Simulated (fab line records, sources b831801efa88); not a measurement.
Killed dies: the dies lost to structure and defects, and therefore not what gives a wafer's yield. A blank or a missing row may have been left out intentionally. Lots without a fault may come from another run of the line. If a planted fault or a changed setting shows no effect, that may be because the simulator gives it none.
What tool caused it? ; flow gf180mcu ; 6 lots, 18 wafers sampled, at 4 steps of a route of 602

== WHAT THE GAUGES SHOWED, per wafer ==
GF_M4_RS_MEAS_05: measures by four-point-probe.
lot;measured;on;M4_ALCU_RS (ohm/sq)
L648;day 25 17:11;film-metro-01;0.0689 0.0705 0.0692
L651;day 26 13:17;film-metro-04;0.0705 0.0685 0.0692
L655;day 27 23:02;film-metro-01;0.0716 0.0696 0.0713
L658;day 28 16:13;film-metro-04;0.0701 0.0704 0.0693
L663;day 30 01:21;film-metro-01;0.0698 0.0704 0.0709
L668;day 31 07:34;film-metro-04;0.0693 0.0688 0.0700

== TOOL THAT RAN EACH LOT (tool first, then ch and the chambers of the sampled wafers, then the start) ==
lot;GF_V3_STRIP_18;GF_V3_CVD_23;GF_M4_SPUTTER_04
L648;plasma-asher-01 ch 0,1, day 25 15:44;cvd-w-01 ch 0,1, day 25 16:23;pvd-sputter-03, day 25 17:09
L651;plasma-asher-03 ch 0,1, day 26 11:49;cvd-w-01 ch 0,1, day 26 12:28;pvd-sputter-03, day 26 13:14
L655;plasma-asher-01 ch 0,1, day 27 21:13;cvd-w-02 ch 0, day 27 22:12;pvd-sputter-03, day 27 22:58
L658;plasma-asher-01 ch 0,1, day 28 14:44;cvd-w-02 ch 0,1, day 28 15:23;pvd-sputter-03, day 28 16:09
L663;plasma-asher-01 ch 0,1, day 29 23:53;cvd-w-02 ch 0,1, day 30 00:31;pvd-sputter-03, day 30 01:15
L668;plasma-asher-03 ch 0,1, day 31 06:06;cvd-w-01 ch 0,1, day 31 06:45;pvd-sputter-02, day 31 07:29
- GF_V3_STRIP_18: strips in O2/N2.
- GF_V3_CVD_23: deposits W, target thk 350 nm, time 104.9 s.
- GF_M4_SPUTTER_04: material TiN, target thk 50 nm, time 41.7 s.

== THE ANSWER, worked out from the rows above alone ==
Rule: usual is defined by the lots themselves. Put in order of their means at a reading, lots are off if they are a third of the lots or fewer, leave a main group of 4 or more, and stand apart from it by a gap of 3 or more times the standard deviation of the main group's means; of several such gaps the widest counts. If all means in a main group match to the digits the tables above print for the reading, that group is not used. Also off: a lot with no number at a reading for which 4 or more lots have one. All remaining lots with rows at the step are treated as sound.
No lot is off at any reading shown: from this, nothing can be told.

== WHAT HAD BEEN PUT IN BY THE SIMULATOR ==
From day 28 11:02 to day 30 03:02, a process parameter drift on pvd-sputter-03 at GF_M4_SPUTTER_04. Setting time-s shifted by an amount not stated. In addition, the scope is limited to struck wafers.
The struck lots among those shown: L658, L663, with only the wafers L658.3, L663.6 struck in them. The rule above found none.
